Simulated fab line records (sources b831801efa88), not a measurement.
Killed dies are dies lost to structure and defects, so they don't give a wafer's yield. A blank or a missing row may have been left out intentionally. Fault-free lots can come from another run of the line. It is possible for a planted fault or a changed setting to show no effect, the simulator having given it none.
Matching of chambers ; flow sky130 ; 4 sister chambers for SKY_CONTACT_ETCH_17 on rieDiel-03
The step etches SiO2 in C4F8/O2/Ar, stops on Si3N4, target depth 340 nm. 4 wafers are shown with their chamber, then 9 later ones without.

== WAFERS PAIRED WITH THEIR CHAMBERS ==
wafer;chamber;oesProductAu (a.u.)
L082.4;0;0.898
L085.1;1;0.894
L085.2;3;0.891
L085.4;2;0.891

== WAFERS WITHOUT THEIR CHAMBER ==
wafer;oesProductAu (a.u.)
L087.1;0.887
L087.3;0.894
L087.4;0.893
L090.1;0.888
L090.5;0.893
L090.6;0.890
L094.2;0.898
L094.3;0.887
L094.4;0.894

== WHICH CHAMBER EACH ONE RAN IN ==
wafer;from the rows above;in truth
L087.1;can't be placed: 2 or 3 or 1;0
L087.3;can't be placed: 1 or 2 or 3 or 0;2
L087.4;can't be placed: 1 or 2 or 3 or 0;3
L090.1;can't be placed: 2 or 3 or 1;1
L090.5;can't be placed: 1 or 2 or 3 or 0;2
L090.6;can't be placed: 2 or 3 or 1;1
L094.2;can't be placed: 0 or 1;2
L094.3;can't be placed: 2 or 3 or 1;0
L094.4;can't be placed: 1 or 2 or 3 or 0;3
Correctly placed: 0 of 9. Cannot be placed on the basis of these rows: 9; the candidates contain the true chamber in 6. Placed wrongly: 0.
How it was worked out, from the rows above alone: a wafer's distance from a chamber is the root of the sum, over the readings, of the square of ((its reading less the chamber's mean) divided by the reading's scatter). If the next closest chamber is less than 2 further off than the closest, the wafer can't be placed; otherwise it belongs to the closest. The mean given for a chamber averages the wafers shown for that chamber. The scatter: root of mean squared gap, hidden wafer to nearest shown wafer, with one shown wafer a chamber.
